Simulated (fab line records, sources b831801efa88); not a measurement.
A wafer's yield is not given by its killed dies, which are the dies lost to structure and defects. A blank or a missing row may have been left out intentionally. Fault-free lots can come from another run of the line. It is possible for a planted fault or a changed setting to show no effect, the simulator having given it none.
Which of the tools did it? | flow gf180mcu | route of 602 steps, sampled at 1 step: 12 lots, 36 wafers

== WHAT THE GAUGES READ, wafer by wafer ==
GF_HV_LDD_TW_MEAS_11.
lot  | measured     | on            | HV_LDD_TW
L075 | day 10 05:09 | film-metro-01 | 2407 2412 2388
L077 | day 10 21:17 | film-metro-04 | 2446 2426 2433
L079 | day 11 14:46 | film-metro-01 | 2412 2400 2415
L081 | day 12 05:11 | film-metro-02 | 2415 2409 2399
L083 | day 12 18:07 | film-metro-02 | 2435 2419 2414
L085 | day 13 09:58 | film-metro-04 | 2446 2457 2453
L087 | day 13 23:14 | film-metro-02 | 2423 2421 2410
L089 | day 14 11:26 | film-metro-01 | 2384 2394 2400
L091 | day 15 04:29 | film-metro-04 | 2419 2419 2415
L093 | day 16 10:59 | film-metro-01 | 2392 2399 2407
L095 | day 16 17:59 | film-metro-02 | 2426 2407 2415
L097 | day 17 06:17 | film-metro-01 | 2389 2405 2405

== EACH LOT AND THE TOOL THAT RAN IT (in order: tool; ch and the chambers of the sampled wafers; start) ==
Before these readings, the record contains no process step.

== THE ANSWER, worked out from the rows above alone ==
Rule: the lots themselves supply what counts as usual. Put in order of their means at a reading, lots are off if they are a third of the lots or fewer, leave a main group of 4 or more, and stand apart from it by a gap of 3 or more times the standard deviation of the main group's means; of several such gaps the widest counts. A main group is skipped when, at the precision printed for the reading in the tables above, its means are all equal. Also off: a lot with no number at a reading for which 4 or more lots have one. Any other lot the step has rows for is counted as sound.
No lot is off at any reading shown: from this, nothing can be told.

== WHAT WAS PUT IN BY THE SIMULATOR ==
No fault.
